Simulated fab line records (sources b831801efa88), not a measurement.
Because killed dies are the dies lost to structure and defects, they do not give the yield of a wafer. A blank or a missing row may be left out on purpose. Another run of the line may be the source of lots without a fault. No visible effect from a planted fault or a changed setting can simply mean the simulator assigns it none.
Split-lot study -- flow sky130 -- 23 wafers read from 5 lots, route of 708 steps

== ON THE SPLIT ==
At SKY_METAL2_EXPOSE_12 (exposes mask MM2, target cd 140 nm), the setting dose mj was moved away from the recipe's 28 on 11 of the 23 wafers read, by -4.8% to +4.2%. All remaining wafers had this setting at the recipe value.

== FROM THE SPLIT TO THE READING: what the file shows between them, 2 steps ==
- SKY_METAL2_PEB_13
- SKY_METAL2_DEVELOP_14: develop time 60 s

== THE READING ==
Shown in nm: cd nm at SKY_METAL2_CD_MEAS_15, with target cd 140 nm. Fault-free wafers of this fab line usually give 139.9 nm, standard deviation 1.3 nm.

wafer,"tool, chamber at the split",dose mj as run,against the recipe,"cd nm, nm",against lot-mates on the recipe
L074.1,"krf scanner-02, 0",28,recipe,139.8,-
L074.3,"krf scanner-02, 0",28.53,+1.9%,134.7,-4.8
L074.4,"krf scanner-02, 0",28.53,+1.9%,134.0,-5.4
L074.5,"krf scanner-02, 0",28,recipe,139.1,-
L074.6,"krf scanner-02, 0",28.53,+1.9%,135.2,-4.2
L079.1,"krf scanner-02, 0",26.66,-4.8%,147.6,+8.7
L079.3,"krf scanner-02, 0",26.66,-4.8%,148.9,+10.0
L079.4,"krf scanner-02, 0",28,recipe,139.7,-
L079.5,"krf scanner-02, 0",28,recipe,138.2,-
L079.6,"krf scanner-02, 0",26.66,-4.8%,147.4,+8.5
L081.2,"krf scanner-01, 0",28,recipe,140.2,-
L081.3,"krf scanner-01, 0",29.18,+4.2%,131.0,-8.4
L081.4,"krf scanner-01, 0",28,recipe,137.9,-
L081.5,"krf scanner-01, 0",29.18,+4.2%,131.5,-7.9
L081.6,"krf scanner-01, 0",28,recipe,140.2,-
L084.1,"krf scanner-01, 0",28,recipe,140.5,-
L084.2,"krf scanner-01, 0",27.35,-2.3%,144.5,+4.0
L084.4,"krf scanner-01, 0",27.35,-2.3%,143.7,+3.2
L084.5,"krf scanner-01, 0",27.35,-2.3%,145.7,+5.2
L084.6,"krf scanner-01, 0",28,recipe,140.5,-
L085.2,"krf scanner-02, 0",28,recipe,140.0,-
L085.3,"krf scanner-02, 0",28,recipe,140.3,-
L085.6,"krf scanner-02, 0",28,recipe,142.1,-

FIT RESULTS
A straight line over all 23 wafers: cd nm changes by -1.94 nm for each +1% of dose mj; r = -0.97; the points scatter about the line by 1.1 nm.
The same after taking each lot's own level away (the mean of its wafers on the recipe; 23 wafers): -1.95 nm for each +1%; r = -0.99; scatter 0.84 nm.
The reading moves by 9.4 nm for the largest change in dose mj, on that fit.
Measured against the standard deviation above, the lots' own levels, which go from 138.95 to 140.80 nm, span 1.4 times it.
The two slopes are in agreement: the lot-to-lot level therefore moves the slope only a little.
Check: with one of the wafers moved furthest among these (-4.8%) left out of the fit, the line predicts +9.23 nm for it against its lot-mates. Against them it came out at +8.65 nm.

== OTHER SPLITS APPLIED TO THESE WAFERS ==
Note: prior to the reading, these wafers also went through further splits. Each is held against what the fit with the lots' levels taken away leaves over:
other split on the same wafers,wafers away from the commonest value,r with cd nm (lot level and that fit taken away)
SKY_SD_P_IMPLANT_09 energy kev,6,-0.02
SKY_SD_N_IMPLANT_10 energy kev,5,+0.10
SKY_LI_CONTACT_HDPCVD_00 time s,8,-0.20
SKY_LI_CONTACT_ETCH_14 time s,8,+0.19
SKY_LI_CONTACT_CMP_24 t overpolish s,7,+0.07
SKY_CONTACT_HDPCVD_02 sih4 flow sccm,6,+0.02
SKY_VIA1_ETCH_14 time s,9,+0.22
SKY_METAL2_SPUTTER_00 time s,9,+0.07

== THE WHOLE CHAIN: every reading that the file lists as answering this split, in the file's order ==
step,what it does,reading,change (the file's fit),r (the file's)
SKY_METAL2_CD_MEAS_15,target cd 140 nm,cd nm,-1.94 nm for each +1% of the setting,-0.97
SKY_METAL2_DESCUM_17,"chemistry O2, time 8 s","METAL2.cd nm (the simulator's own value, which no gauge read)",-1.98 nm for each +1% of the setting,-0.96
SKY_METAL2_ETCH_18,"etches BARC in N2/H2, stops on SiO2, time 45.9 s, target depth 60 nm","METAL2.cd nm (the simulator's own value, which no gauge read)",-1.92 nm for each +1% of the setting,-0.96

== THE FILE'S OWN FIT ==
cd nm changes by -1.94 nm for each +1% of dose mj, r = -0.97.
